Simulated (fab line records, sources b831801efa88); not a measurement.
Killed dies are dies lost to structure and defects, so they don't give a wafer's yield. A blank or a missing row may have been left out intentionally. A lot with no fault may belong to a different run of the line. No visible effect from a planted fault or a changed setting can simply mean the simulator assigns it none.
Matching of chambers / flow sky130 / cmp-01 running SKY_FIELD_ISO_CMP_27: 4 sister chambers
The step polishes, stops on Si3N4, t overpolish 16 s, target thk 457.8 nm. 8 wafers are shown with their chamber, then 7 later ones without.

EACH WAFER AND ITS CHAMBER
wafer=L238.1; chamber=2; motor-current-A (A)=10.5; time-to-endpoint-s (s)=120
wafer=L242.2; chamber=0; motor-current-A (A)=11.2; time-to-endpoint-s (s)=110
wafer=L242.4; chamber=3; motor-current-A (A)=12.2; time-to-endpoint-s (s)=114
wafer=L243.4; chamber=1; motor-current-A (A)=13.4; time-to-endpoint-s (s)=108
wafer=L243.5; chamber=2; motor-current-A (A)=10.3; time-to-endpoint-s (s)=114
wafer=L243.6; chamber=3; motor-current-A (A)=11.7; time-to-endpoint-s (s)=112
wafer=L245.2; chamber=1; motor-current-A (A)=13.1; time-to-endpoint-s (s)=109
wafer=L245.5; chamber=0; motor-current-A (A)=10.9; time-to-endpoint-s (s)=109

WAFERS WITH NO CHAMBER GIVEN
wafer=L245.6; motor-current-A (A)=11.7; time-to-endpoint-s (s)=115
wafer=L251.2; motor-current-A (A)=10.2; time-to-endpoint-s (s)=114
wafer=L251.4; motor-current-A (A)=11.7; time-to-endpoint-s (s)=106
wafer=L251.5; motor-current-A (A)=12.0; time-to-endpoint-s (s)=110
wafer=L252.1; motor-current-A (A)=12.8; time-to-endpoint-s (s)=114
wafer=L252.3; motor-current-A (A)=10.4; time-to-endpoint-s (s)=117
wafer=L252.5; motor-current-A (A)=12.7; time-to-endpoint-s (s)=115

THE CHAMBER EACH PASSED THROUGH
wafer=L245.6; from the rows above=3; in truth=3
wafer=L251.2; from the rows above=2; in truth=2
wafer=L251.4; from the rows above=can't be placed: 0 or 3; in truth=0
wafer=L251.5; from the rows above=3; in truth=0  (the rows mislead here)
wafer=L252.1; from the rows above=can't be placed: 1 or 3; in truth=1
wafer=L252.3; from the rows above=2; in truth=2
wafer=L252.5; from the rows above=can't be placed: 3 or 1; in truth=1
Correctly placed: 3 of 7. Unplaceable from these rows: 3, with the true chamber sitting among the candidates in 3. Wrongly placed: 1.
How it was worked out, from the rows above alone: a wafer's distance from a chamber is the root of the sum, over the readings, of the square of ((its reading less the chamber's mean) divided by the reading's scatter). The wafer belongs to the nearest chamber; if the next one is less than 2 further off, it can't be placed. For every chamber, the mean is computed from those of its wafers that are shown. The scatter is the square root of a quotient: the sum, over the shown wafers, of each reading's squared deviation from its chamber's mean, divided by wafers minus chambers.
